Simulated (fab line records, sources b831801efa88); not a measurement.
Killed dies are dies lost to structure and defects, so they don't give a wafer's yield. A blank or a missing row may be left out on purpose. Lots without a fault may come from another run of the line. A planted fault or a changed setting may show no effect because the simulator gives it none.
Chamber matching | flow sky130 | SKY_POLY_GATE_ETCH_17 on rie_si-01: 4 sister chambers
The step etches poly-Si in HBr/Cl2, stops on SiO2, target depth 180 nm, time 70.5 s. 22 wafers are shown with their chamber, then 10 later ones without.

WAFERS WITH THEIR CHAMBER
wafer  | chamber | drypump_motor_current_A (A) | he_backside_leak_sccm (sccm) | throttle_valve_pct (%)
L074.2 | 3       | 5.2                         | 2.99                         | 33.688
L074.4 | 1       | 5.9                         | 2.63                         | 33.676
L074.6 | 1       | 5.8                         | 2.57                         | 33.694
L075.2 | 0       | 6.0                         | 2.72                         | 33.685
L075.4 | 3       | 5.2                         | 2.86                         | 33.691
L075.6 | 1       | 5.8                         | 2.65                         | 33.688
L076.2 | 1       | 5.9                         | 2.59                         | 33.695
L076.3 | 2       | 5.8                         | 2.69                         | 33.682
L076.5 | 1       | 5.9                         | 2.54                         | 33.689
L082.1 | 3       | 5.2                         | 2.77                         | 33.676
L082.2 | 2       | 5.8                         | 2.63                         | 33.689
L082.4 | 1       | 5.9                         | 2.51                         | 33.691
L083.2 | 1       | 5.8                         | 2.55                         | 33.697
L083.4 | 2       | 5.8                         | 2.73                         | 33.688
L083.5 | 0       | 6.0                         | 2.78                         | 33.683
L087.2 | 3       | 5.2                         | 2.71                         | 33.692
L087.4 | 3       | 5.2                         | 2.69                         | 33.681
L087.6 | 2       | 5.8                         | 2.65                         | 33.690
L089.1 | 1       | 5.8                         | 2.63                         | 33.674
L089.4 | 0       | 6.0                         | 2.87                         | 33.673
L089.5 | 2       | 5.8                         | 2.78                         | 33.675
L091.1 | 3       | 5.2                         | 2.64                         | 33.684

SIGNATURES (means of the wafers above)
reading                 | chamber 0 | chamber 1 | chamber 2 | chamber 3 | scatter within a chamber
drypump_motor_current_A | 6.000     | 5.850     | 5.800     | 5.200     | 0.0333
he_backside_leak_sccm   | 2.7900    | 2.5837    | 2.6960    | 2.7767    | 0.0839
throttle_valve_pct      | 33.68033  | 33.68800  | 33.68480  | 33.68533  | 0.00726
Rule: a wafer's distance from a chamber is the root of the sum, over the readings, of the square of ((its reading less the chamber's mean) divided by the reading's scatter). The wafer belongs to the nearest chamber; if the next one is less than 2 further off, it can't be placed. The scatter: the root of (the sum of the squares of (reading less its chamber's mean) over the shown wafers, divided by (wafers less chambers)).

WAFERS WITHOUT THEIR CHAMBER
wafer  | drypump_motor_current_A (A) | he_backside_leak_sccm (sccm) | throttle_valve_pct (%)
L091.2 | 5.8                         | 2.69                         | 33.678
L091.6 | 5.8                         | 2.51                         | 33.668
L093.2 | 6.0                         | 3.08                         | 33.695
L093.4 | 5.8                         | 2.77                         | 33.682
L095.3 | 5.2                         | 2.71                         | 33.677
L095.4 | 6.0                         | 2.83                         | 33.677
L095.5 | 5.8                         | 2.49                         | 33.701
L097.2 | 6.0                         | 2.80                         | 33.703
L097.5 | 5.2                         | 2.79                         | 33.673
L097.6 | 6.0                         | 2.81                         | 33.674

WHICH CHAMBER EACH WENT THROUGH
wafer  | from the rows above     | in truth
L091.2 | can't be placed: 2 or 1 | 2
L091.6 | can't be placed: 2 or 1 | 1
L093.2 | 0                       | 0
L093.4 | can't be placed: 2 or 1 | 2
L095.3 | 3                       | 3
L095.4 | 0                       | 0
L095.5 | can't be placed: 1 or 2 | 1
L097.2 | 0                       | 0
L097.5 | 3                       | 3
L097.6 | 0                       | 0
Placed correctly: 6 of 10. Can't be placed from these rows: 4 (the true chamber is among the candidates in 4). Placed wrongly: 0.
